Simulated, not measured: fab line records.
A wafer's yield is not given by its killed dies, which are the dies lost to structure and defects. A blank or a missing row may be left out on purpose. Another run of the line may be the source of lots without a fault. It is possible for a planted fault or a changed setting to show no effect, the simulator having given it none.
A single fault, viewed from 2 desks || flow gf180mcu || each desk has only its own numbers; what lay behind them comes last

## FROM THE METROLOGY DESK
What the gauges read for every lot (on any tool): the sampled wafers with a number, averaged. A lot is out of limits, marked OUT, if its mean lies more than 4 standard deviations from the usual mean; the brackets give that distance.
Columns: A = V5_OVL at GF_V5_OVL_MEAS_15, usual -5 nm
{"lot": "L248", "first seen here": "day 27 05:45", "A": -2}
{"lot": "L249", "first seen here": "day 27 15:48", "A": -5}
{"lot": "L250", "first seen here": "day 27 19:43", "A": -11}
{"lot": "L251", "first seen here": "day 28 07:12", "A": -3}
{"lot": "L252", "first seen here": "day 28 12:09", "A": -9}
{"lot": "L262", "first seen here": "day 31 10:09", "A": -4}
{"lot": "L263", "first seen here": "day 31 13:51", "A": -2}
{"lot": "L266", "first seen here": "day 32 18:31", "A": -7}
{"lot": "L268", "first seen here": "day 33 02:10", "A": -8}
{"lot": "L269", "first seen here": "day 33 05:48", "A": 5}
{"lot": "L271", "first seen here": "day 33 14:10", "A": -4}
{"lot": "L270", "first seen here": "day 33 16:24", "A": -8}
This desk's verdict: no lot among the 12 shows anything out of limits.

## AT THE TOOL OWNER'S DESK: rieDiel-03
The tool's own readings at GF_V3_ETCH_16 (etches BARC in N2/H2): means of the sampled wafers that have a number, for each lot that ran on this tool. A lot is out of limits, marked OUT, if its mean lies more than 4 standard deviations from the usual mean; the brackets give that distance.
Columns: A = drypumpMotorCurrentA at GF_V3_ETCH_16, usual 5.5 A; B = oesProductAu at GF_V3_ETCH_16, usual 0.855 a.u.; C = rfFwdPowerW at GF_V3_ETCH_16, usual 494.6 W; D = throttleValvePct at GF_V3_ETCH_16, usual 13.224 %
{"lot": "L248", "first seen here": "day 22 10:50", "A": 5.2, "B": 0.854, "C": 495.6, "D": 13.218}
{"lot": "L250", "first seen here": "day 23 03:11", "A": 5.3, "B": 0.854, "C": 495.2, "D": 13.225}
{"lot": "L251", "first seen here": "day 23 15:50", "A": 5.5, "B": 0.858, "C": 494.9, "D": 13.231}
{"lot": "L252", "first seen here": "day 23 21:41", "A": 5.4, "B": 0.859, "C": 494.7, "D": 13.222}
{"lot": "L262", "first seen here": "day 27 05:25", "A": 5.2, "B": 0.853, "C": 495.1, "D": 13.226}
{"lot": "L269", "first seen here": "day 29 09:07", "A": 5.4, "B": 0.856, "C": 494.4, "D": 13.216}
{"lot": "L271", "first seen here": "day 29 18:38", "A": 5.5, "B": 0.856, "C": 496.8, "D": 13.232}
This desk's verdict: no lot among the 7 shows anything out of limits.

## BROUGHT TOGETHER
From the metrology desk's view, nothing was out of limits.
Nothing out of limits was seen by the tool owner's desk.

## WHAT HAD BEEN PUT IN BY THE SIMULATOR
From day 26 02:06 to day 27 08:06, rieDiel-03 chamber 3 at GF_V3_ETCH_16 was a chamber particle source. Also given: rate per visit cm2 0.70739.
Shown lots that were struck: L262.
